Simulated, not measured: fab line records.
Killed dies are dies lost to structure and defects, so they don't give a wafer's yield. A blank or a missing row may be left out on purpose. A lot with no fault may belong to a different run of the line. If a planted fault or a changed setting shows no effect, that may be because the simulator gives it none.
Which of the tools did it? | flow gf180mcu | Sampling: 12 lots, 36 wafers, 3 of 602 route steps

## WHAT THE GAUGES SHOWED, per wafer
GF_PSD_RS_MEAS_14: the measuring method here is four-point-probe. Usual: NSD_RS typically reads 46.16 ohm/sq, with standard deviation 0.097.
lot  | measured     | on            | NSD_RS (ohm/sq)   | flag
L185 | day 14 04:14 | film-metro-04 | 46.13 46.29 46.24 |
L186 | day 14 13:35 | film-metro-01 | 46.24 46.25 46.17 |
L187 | day 14 21:07 | film-metro-01 | 46.15 46.33 46.21 |
L195 | day 17 13:50 | film-metro-01 | 46.17 46.12 46.14 |
L196 | day 17 21:37 | film-metro-04 | 46.14 46.10 46.21 |
L198 | day 18 11:38 | film-metro-04 | 47.79 47.63 47.73 | OFF
L199 | day 18 23:05 | film-metro-02 | 47.77 47.76 47.84 | OFF
L203 | day 20 11:41 | film-metro-02 | 46.10 46.12 46.08 |
L205 | day 21 06:07 | film-metro-04 | 46.09 46.19 46.14 |
L206 | day 21 21:22 | film-metro-01 | 46.18 46.27 46.24 |
L208 | day 22 06:58 | film-metro-02 | 45.94 45.96 46.10 |
L207 | day 22 09:19 | film-metro-01 | 46.27 46.23 46.22 |

GF_PSD_RS_MEAS_15: the measuring method here is four-point-probe. Usual: PSD_RS typically reads 108.6 ohm/sq, with standard deviation 0.32.
lot  | measured     | on            | PSD_RS (ohm/sq)   | flag
L185 | day 14 04:22 | film-metro-04 | 108.6 108.7 108.9 |
L186 | day 14 13:42 | film-metro-01 | 108.6 108.3 108.4 |
L187 | day 14 21:14 | film-metro-01 | 108.8 108.8 108.8 |
L195 | day 17 13:57 | film-metro-01 | 108.7 108.9 108.6 |
L196 | day 17 21:44 | film-metro-04 | 108.5 108.7 109.1 |
L198 | day 18 11:46 | film-metro-04 | 116.3 116.4 116.1 | OFF
L199 | day 18 23:13 | film-metro-02 | 116.8 116.6 116.8 | OFF
L203 | day 20 11:49 | film-metro-02 | 108.4 108.6 108.1 |
L205 | day 21 06:14 | film-metro-04 | 108.8 108.9 108.4 |
L206 | day 21 21:29 | film-metro-01 | 108.7 108.7 108.8 |
L208 | day 22 07:05 | film-metro-02 | 107.6 108.0 108.0 |
L207 | day 22 09:26 | film-metro-01 | 108.7 108.7 108.9 |

## WHICH TOOL RAN EACH LOT (tool, then ch and the chambers of the sampled wafers, then the start)
lot  | GF_PSD_RTA_13
L185 | rtp-anneal-02 ch 0, day 14 04:09
L186 | rtp-anneal-02 ch 0, day 14 13:29
L187 | rtp-anneal-02 ch 0, day 14 20:57
L195 | rtp-anneal-02 ch 0, day 17 13:44
L196 | rtp-anneal-02 ch 0, day 17 21:32
L198 | rtp-anneal-02 ch 0, day 18 11:33
L199 | rtp-anneal-02 ch 0, day 18 22:55
L203 | rtp-anneal-01 ch 0, day 20 11:36
L205 | rtp-anneal-02 ch 0, day 21 06:01
L206 | rtp-anneal-02 ch 0, day 21 21:17
L208 | rtp-anneal-02 ch 0, day 22 06:53
L207 | rtp-anneal-01 ch 0, day 22 09:13
- GF_PSD_RTA_13: time 20 s.

## WHAT THE TOOLS THEMSELVES READ (means of the sampled wafers that have a number; where no wafer has one, the mark that the record gives instead)
GF_PSD_RTA_13. Usual: lamp-power-pct 30.3 %, standard deviation 0.62; wafer_temp_C_max 1032.7, standard deviation 2.5.
lot  | tool          | lamp-power-pct (%) | wafer_temp_C_max | flag
L185 | rtp-anneal-02 | 30.0               | 1033.7           |
L186 | rtp-anneal-02 | 30.0               | 1033.8           |
L187 | rtp-anneal-02 | 30.0               | 1032.9           |
L195 | rtp-anneal-02 | 30.0               | 1033.7           |
L196 | rtp-anneal-02 | 30.0               | 1033.2           |
L198 | rtp-anneal-02 | 29.0               | 1022.3           | OFF
L199 | rtp-anneal-02 | 29.0               | 1020.7           | OFF
L203 | rtp-anneal-01 | 31.5               | 1027.9           |
L205 | rtp-anneal-02 | 30.0               | 1034.4           |
L206 | rtp-anneal-02 | 30.0               | 1033.6           |
L208 | rtp-anneal-02 | 30.0               | 1033.9           |
L207 | rtp-anneal-01 | 31.5               | 1029.0           |

## THE ANSWER, worked out from the rows above alone
Rule: lot off if the mean of its wafers having a number is beyond 3 standard deviations from the usual mean. Also off: a lot with no number at a reading for which 4 or more lots have one. All remaining lots with rows at the step are treated as sound. After the gauges, taken in route order, come the tools' own readings; for these a lot's mean is taken, as printed above. At the first step where some lot is off, the reading lying furthest off is the one used; lots without a number count as furthest.
Off: L198, L199, at GF_PSD_RS_MEAS_14 (NSD_RS).
If a tool, at a process step before that reading, ran all the lots that are off and no sound lot after the first of them, it fits. Not tried: the gauges at GF_PSD_RS_MEAS_14; whatever is off there is also off at GF_PSD_RTA_13, on other tools, and gauge error can't account for it. Of those tried, none fits.

## WHAT THE SIMULATOR PUT IN
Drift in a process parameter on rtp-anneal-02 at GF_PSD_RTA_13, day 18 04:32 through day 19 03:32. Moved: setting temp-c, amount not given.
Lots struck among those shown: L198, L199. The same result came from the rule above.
